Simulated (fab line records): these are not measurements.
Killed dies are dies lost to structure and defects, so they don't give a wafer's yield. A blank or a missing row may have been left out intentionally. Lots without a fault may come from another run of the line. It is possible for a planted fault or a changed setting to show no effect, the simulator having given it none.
Chamber matching    flow gf180mcu    4 sister chambers for GF_SAB_ETCH_11 on rieDiel-04
The step etches SiO2 in C4F8/O2/Ar, target depth 55 nm, time 8.5 s. 4 wafers are shown with their chamber, then 7 later ones without.

## EACH WAFER AND ITS CHAMBER
wafer   chamber  oesProductAu (a.u.)
L910.3  3        0.993
L910.5  0        1.002
L918.2  1        0.987
L918.3  2        0.995

## WAFERS MISSING THEIR CHAMBER
wafer   oesProductAu (a.u.)
L918.4  0.991
L919.2  0.993
L919.3  0.998
L919.5  0.990
L921.1  0.999
L921.2  0.977
L921.4  0.988

## WHICH CHAMBER EACH WENT THROUGH
wafer   from the rows above                in truth
L918.4  can't be placed: 3 or 1 or 2       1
L919.2  can't be placed: 3 or 2 or 1       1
L919.3  can't be placed: 2 or 0 or 3 or 1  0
L919.5  can't be placed: 1 or 3 or 2       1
L921.1  can't be placed: 0 or 2 or 3       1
L921.2  can't be placed: 1 or 3 or 2       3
L921.4  can't be placed: 1 or 3 or 2       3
Correctly placed: 0 of 7. From these rows, 7 cannot be placed; in 6 the true chamber is one of the candidates. 0 placed wrongly.
How it was worked out, from the rows above alone: a wafer's distance from a chamber is the root of the sum, over the readings, of the square of ((its reading less the chamber's mean) divided by the reading's scatter). If the next closest chamber is less than 2 further off than the closest, the wafer can't be placed; otherwise it belongs to the closest. A chamber's mean is the mean of its shown wafers. The scatter: root of mean squared gap, hidden wafer to nearest shown wafer, with one shown wafer a chamber.
